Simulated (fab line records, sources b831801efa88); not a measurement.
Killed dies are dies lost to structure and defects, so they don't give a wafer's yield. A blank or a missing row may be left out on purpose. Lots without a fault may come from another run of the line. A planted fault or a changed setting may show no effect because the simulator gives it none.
Which tool did it? | flow gf180mcu | 13 lots, 39 wafers sampled, at 1 step of a route of 602

WHAT THE GAUGES READ, wafer by wafer
GF_VT_IMPLANT_OVL_MEAS_29. Usual: VT_IMPLANT_02_OVL 0.2 nm, standard deviation 1.6.
lot  | measured     | on         | VT_IMPLANT_02_OVL (nm) | flag
L721 | day 6 19:07  | overlay-02 | 2.2 2.7 0.6            |
L722 | day 7 03:04  | overlay-01 | -3.1 -0.9 -1.9         |
L723 | day 7 05:25  | overlay-02 | -0.1 0.4 1.5           |
L724 | day 7 17:28  | overlay-02 | 0.7 -0.4 1.9           |
L726 | day 8 11:13  | overlay-02 | -0.4 -2.2 -2.5         |
L725 | day 8 11:31  | overlay-01 | 1.9 1.1 2.1            |
L728 | day 9 01:16  | overlay-02 | 0.4 1.5 1.0            |
L727 | day 9 03:55  | overlay-02 | -0.7 1.0 -0.4          |
L729 | day 9 11:46  | overlay-02 | -0.8 -2.7 -2.8         |
L732 | day 10 00:46 | overlay-02 | -2.3 -3.1 -3.5         |
L733 | day 10 12:43 | overlay-01 | 2.2 2.7 1.0            |
L734 | day 10 13:55 | overlay-01 | 0.8 0.9 0.2            |
L744 | day 13 07:39 | overlay-01 | 0.2 1.2 0.9            |

WHICH TOOL RAN EACH LOT (tool, then ch and the chambers of the sampled wafers, then the start)
The record holds no process step before these readings.

WHAT THE TOOLS THEMSELVES READ (means of the sampled wafers that have a number; where no wafer has one, the mark that the record gives instead)
The record holds no such reading with a usual standard deviation.

THE ANSWER, worked out from the rows above alone
Rule: a lot is off if the mean of its wafers that have a number lies more than 3 standard deviations from the usual mean. A lot without any number at a reading at which 4 lots or more have one is off too. The other lots that the step has rows for count as sound. The gauges are gone through in route order, then the tools' own readings, and for those a lot's mean is taken as printed above. The first step at which some lot is off is used, and at that step the reading that is off furthest; a lot without a number counts as furthest.
No lot is off at any reading shown: from this, nothing can be told.

WHAT THE SIMULATOR HAD PUT IN
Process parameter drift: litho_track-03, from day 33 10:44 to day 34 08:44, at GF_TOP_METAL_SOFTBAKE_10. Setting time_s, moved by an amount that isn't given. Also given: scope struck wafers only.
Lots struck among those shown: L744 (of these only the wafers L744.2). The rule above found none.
